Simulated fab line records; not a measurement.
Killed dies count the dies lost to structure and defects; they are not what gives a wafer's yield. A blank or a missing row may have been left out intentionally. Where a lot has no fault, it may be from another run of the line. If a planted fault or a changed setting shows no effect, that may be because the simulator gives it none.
A lot that was struck, set against a sound lot || flow sfq-line || 28 out of 325 route steps
Sound: these wafers, L240.1, L240.2, L240.5. Struck: wafer L255.5 (left out: L255.4, a lot-mate that was not struck); the cause follows at the end.
Per side, at each step with rows, come the tool, then ch with its chambers, and then its first start. Under that, the readings that differ: sound wafers || struck wafers || difference of the means || sigmas: that difference in standard deviations of wafers without a fault.
alike: a reading whose means differ by less than 2 such deviations, as well as words and numbers matching on both sides. not compared: withheld readings; readings where some wafer has no value; bounds like >300 that might hide an equal value; numbers whose values overlap and for which the record gives no deviation.
The two part at a step that has a row with sigmas, a row that says differs or no value, or rows on one side only. Numbers that don't overlap but have no deviation are shown without sigmas and don't part them. A reading missing from all wafers of one side parts the sides only when that side holds two or more wafers.

first, 6 steps without rows for these wafers: SFQ_TRILAYER_M3_LITHO_COAT_080 (resist thk 62 nm); SFQ_TRILAYER_M3_LITHO_COAT_075 (resist thk 600 nm); SFQ_TRILAYER_M3_LITHO_SOFTBAKE_079; SFQ_TRILAYER_M3_LITHO_EXPOSE_076 (exposes mask M3, target cd 500 nm); SFQ_TRILAYER_M3_LITHO_PEB_078 (peb time 60 s); SFQ_TRILAYER_M3_LITHO_DEVELOP_077 (time 60 s).
SFQ_M3_OVL_MEAS_921:
  struck on overlay-02, day 51 20:27; sound on overlay-02, day 47 18:32
  alike: M3_OVL
then, 1 step without rows for these wafers: SFQ_TRILAYER_M3_BARC_OPEN_METAL_ETCH_100 (etches BARC in O2, target depth 125 nm, time 41.7 s).
SFQ_TRILAYER_M3_ETCH_METAL_ETCH_078: etches Nb in Cl2/Ar, stops on SiO2, target depth 240 nm, time 120 s.
  sound on rie-metal-02 ch 0,1, day 47 18:38; struck on rie-metal-03 ch 0, day 51 20:34
  alike: drypump-motor-current-A, he-backside-leak-sccm, oes-product-au
  not compared: rf-hours-counter-h
SFQ_TRILAYER_M3_STRIP_STRIP_079: strips in O2.
  sound on rie-metal-02 ch 0,1, day 47 18:45; struck on rie-metal-03 ch 0, day 51 20:51
  alike: drypump-motor-current-A, he-backside-leak-sccm, oes-product-au
  not compared: rf-hours-counter-h
then, 1 step without rows for these wafers: SFQ_TRILAYER_M3_STRIP_SOLV_CLEAN_080 (cleans in NMP, time 600 s).
SFQ_TRILAYER_I3_DEP_PECVD_081: deposits SiO2 from SiH4/N2O, time 111.11 s, target thk 500 nm.
  sound on pecvd-04 ch 0,1, day 47 19:32; struck on pecvd-04 ch 1, day 51 21:28
  alike: heater-power-w, throttle-valve-pct
SFQ_TRILAYER_I3_CMP_CMP_082: polishes SiO2.
  sound on cmp-01 ch 2,3, day 48 20:31; struck on cmp-01 ch 1, day 52 00:31
{"reading": "time-to-endpoint-s (s)", "sound": "219 227 232", "struck": 209, "difference": -17, "sigmas": -2}
{"reading": "model.SiO2_of_TRILAYER_I3_DEP_PECVD_081.thk-nm (nm)", "sound": "199.9 202.3 201.1", "struck": 218.7, "difference": "+17.6", "sigmas": ""}
  alike: motor-current-A
SFQ_I3_BOW_MEAS_922:
  struck on film-metro-03, day 52 01:04; sound on film-metro-01, day 48 23:31
  alike: I3_BOW
SFQ_TRILAYER_I3_METRO_MEASURE_083:
  struck on film-metro-03, day 52 01:44; sound on film-metro-01, day 48 23:38
{"reading": "thk-nm (nm)", "sound": "200.0 202.2 201.0", "struck": 218.7, "difference": "+17.6", "sigmas": "+16"}
then, 6 steps without rows for these wafers: SFQ_TRILAYER_I3_VIA_LITHO_COAT_090 (resist thk 62 nm); SFQ_TRILAYER_I3_VIA_LITHO_COAT_085 (resist thk 650 nm); SFQ_TRILAYER_I3_VIA_LITHO_SOFTBAKE_089; SFQ_TRILAYER_I3_VIA_LITHO_EXPOSE_086 (exposes mask I3, target cd 500 nm); SFQ_TRILAYER_I3_VIA_LITHO_PEB_088 (peb time 60 s); SFQ_TRILAYER_I3_VIA_LITHO_DEVELOP_087 (time 60 s).
-- the record jumps here: 6 days lie between the struck wafers' starts before and after --
SFQ_I3_OVL_MEAS_923:
  struck on overlay-01, day 57 14:19; sound on overlay-01, day 53 23:39
  alike: I3_OVL
SFQ_TRILAYER_I3_VIA_BARC_OPEN_VIA_ETCH_121: etches BARC in O2, target depth 125 nm, time 41.7 s.
  sound on rie-diel-01 ch 0,3, day 53 23:41; struck on rie-diel-04 ch 1, day 57 14:21
  alike: drypump-motor-current-A, oes-product-au
  not compared: rf-hours-counter-h
SFQ_TRILAYER_I3_VIA_ETCH_VIA_ETCH_088: etches SiO2 in CHF3, stops on Nb, target depth 260 nm.
  sound on rie-diel-01 ch 0,3, day 53 23:43; struck on rie-diel-04 ch 1, day 57 14:26
{"reading": "oes-product-au (a.u.)", "sound": "0.854 0.861 0.857", "struck": 0.904, "difference": "+0.047", "sigmas": "+9"}
{"reading": "model.etch.depth-nm (nm)", "sound": "199.9 202.3 201.1", "struck": 218.7, "difference": "+17.6", "sigmas": ""}
{"reading": "model.I3.feature-depth-nm (nm)", "sound": "199.9 202.3 201.1", "struck": 218.7, "difference": "+17.6", "sigmas": ""}
  alike: drypump-motor-current-A
SFQ_TRILAYER_I3_VIA_STRIP_STRIP_089: strips in O2.
  sound on rie-metal-04 ch 0,1, day 53 23:50; struck on rie-metal-04 ch 1, day 57 15:05
  alike: drypump-motor-current-A, he-backside-leak-sccm, oes-product-au
  not compared: rf-hours-counter-h
then, 1 step without rows for these wafers: SFQ_TRILAYER_I3_VIA_STRIP_SOLV_CLEAN_090 (cleans in NMP, time 600 s).
SFQ_TRILAYER_M4_DEP_PRE_CLEAN_092: time 22.5 s.
  struck on pvd-sputter-06, day 57 15:52; sound on pvd-sputter-04, day 54 00:37
{"reading": "model.SiO2_of_TRILAYER_I3_DEP_PECVD_081.thk-nm (nm)", "sound": "192.4 194.8 193.6", "struck": 211.2, "difference": "+17.6", "sigmas": ""}
then, 1 step without rows for these wafers: SFQ_TRILAYER_M4_DEP_SPUTTER_091 (material Nb, target thk 200 nm, time 133.3 s).

WHERE THEY PART
Last at SFQ_TRILAYER_I3_VIA_ETCH_VIA_ETCH_088 as far as this record goes, first at SFQ_TRILAYER_I3_CMP_CMP_082. Later steps at which nothing parts them and some readings are alike: SFQ_TRILAYER_I3_VIA_STRIP_STRIP_089.

WHY: what had been put in by the simulator
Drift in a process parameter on cmp-01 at SFQ_TRILAYER_I3_CMP_CMP_082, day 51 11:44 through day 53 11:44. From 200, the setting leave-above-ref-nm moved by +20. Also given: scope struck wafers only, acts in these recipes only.
